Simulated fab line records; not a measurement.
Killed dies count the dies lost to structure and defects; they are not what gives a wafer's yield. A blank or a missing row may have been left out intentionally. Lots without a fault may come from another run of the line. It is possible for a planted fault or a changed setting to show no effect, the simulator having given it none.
Chamber matching -- flow gf180mcu -- 3 sister chambers for GF_PASSIVATION_CVD_00 on pecvd-03
The step deposits SiO2 from TEOS, target thk 1000 nm, time 111.95 s. 18 wafers are shown with their chamber, then 9 later ones without.

## EACH WAFER AND ITS CHAMBER
wafer,chamber,heaterPowerW (W)
L628.2,1,832
L628.4,0,714
L628.5,1,633
L629.2,1,728
L629.3,0,711
L629.5,2,742
L633.2,0,626
L633.3,2,782
L633.6,0,688
L634.2,0,685
L634.5,0,734
L634.6,2,648
L637.1,0,650
L637.2,1,720
L637.5,2,658
L639.2,2,681
L639.4,2,742
L639.5,0,690

SIGNATURES (averages over the wafers above)
reading,chamber 0,chamber 1,chamber 2,scatter within a chamber
heaterPowerW,687.25,728.25,708.83,53.6
Rule: distance of a wafer from a chamber = root of the sum over the readings of ((wafer's reading minus chamber's mean) / reading's scatter) squared. If the next closest chamber is less than 2 further off than the closest, the wafer can't be placed; otherwise it belongs to the closest. The scatter: take each reading less its chamber's mean, square it, sum over the shown wafers, divide by the number of wafers less the number of chambers, and take the root.

## WAFERS WITH NO CHAMBER GIVEN
wafer,heaterPowerW (W)
L641.1,729
L641.3,624
L641.6,632
L648.2,691
L648.4,737
L648.5,769
L649.1,767
L649.2,740
L649.3,826

## EACH ONE'S CHAMBER
wafer,from the rows above,in truth
L641.1,can't be placed: 1 or 2 or 0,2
L641.3,can't be placed: 0 or 2 or 1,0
L641.6,can't be placed: 0 or 2 or 1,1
L648.2,can't be placed: 0 or 2 or 1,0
L648.4,can't be placed: 1 or 2 or 0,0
L648.5,can't be placed: 1 or 2 or 0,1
L649.1,can't be placed: 1 or 2 or 0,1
L649.2,can't be placed: 1 or 2 or 0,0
L649.3,can't be placed: 1 or 2 or 0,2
Correctly placed: 0 of 9. Unplaceable from these rows: 9, with the true chamber sitting among the candidates in 9. 0 placed wrongly.
